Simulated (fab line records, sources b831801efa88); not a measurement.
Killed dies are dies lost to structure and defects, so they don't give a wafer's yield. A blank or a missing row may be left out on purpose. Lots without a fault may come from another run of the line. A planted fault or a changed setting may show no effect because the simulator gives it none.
Problem report in the 8D (eight disciplines) form, filled by code | flow sky130 | the parts of the form that need people (team, actions taken, sign-off) are left out

1. THE PROBLEM
run_length_s at SKY_SONOS_TUNNEL_SOFTBAKE_03 reads a mean of 104.48 s on 6 wafers of 2 lots; wafers without a fault read 89.03 s with a standard deviation of 0.27. That is +57 standard deviations from the usual mean.
The step: time 60 s.
First seen on wafer L865.1, day 15 18:30, on litho_track-02. The record holds 39 wafers of 13 lots with a number at this step. Rule for "out", or "out of limits": more than 4 standard deviations from the usual mean. The other wafers with a number count as sound.

2. WHAT IT IS AND WHAT IT IS NOT
question                    | is                     | is not
which readings at this step | run_length_s           | chill_plate_temp_C
which lots                  | L865, L867             | L850, L852, L853, L854, L855, L856, L857, L858, L869, L870, L871
which wafers of those lots  | all that have a number | -
read on which tools         | litho_track-02         | litho_track-01, litho_track-03
when                        | from day 15 18:30      | up to then (24 sound wafers); but 9 sound wafers of L869, L870, L871 came after

3. SUSPECTS, AND WHAT RULES EACH OUT
Counting: a tool at a process step up to the reading stays a suspect if it ran every lot that is out and no sound lot after the first of them.
- litho_track-02 at SKY_SONOS_TUNNEL_SOFTBAKE_03 (time 60 s): kept. It ran every lot that is out, first L865 (day 15 18:30), and no sound lot after that; its last sound lot up to then is L857 (day 13 06:04). Its own readings are out on those wafers: run_length_s.
Left after counting: litho_track-02 at SKY_SONOS_TUNNEL_SOFTBAKE_03.

4. THE CAUSE (what the simulator had put in)
Process parameter drift: litho_track-02, from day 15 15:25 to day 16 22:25, at SKY_SONOS_TUNNEL_SOFTBAKE_03. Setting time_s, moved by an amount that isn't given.
Counting left only this tool.

5. THE CHAIN OF EFFECTS, in route order
Each row: a reading whose mean over the struck wafers that have a number lies more than 3 standard deviations from the usual. Only readings for which the record gives a usual standard deviation are gone through. hours: the time from each lot's start at the first step in this table that gives one to its start at this step, as a median over the lots. sigmas: the change in usual standard deviations.
hours | step                         | reading      | usual   | on struck wafers | change | sigmas
0     | SKY_SONOS_TUNNEL_SOFTBAKE_03 | run_length_s | 89.03 s | 104.48           | +15.45 | +57
The process steps in it:
- SKY_SONOS_TUNNEL_SOFTBAKE_03: time 60 s.

6. WHAT WOULD HAVE CAUGHT IT SOONER
In this record the first reading out of limits was taken at day 15 18:30, 3 hours after the fault began at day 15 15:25.
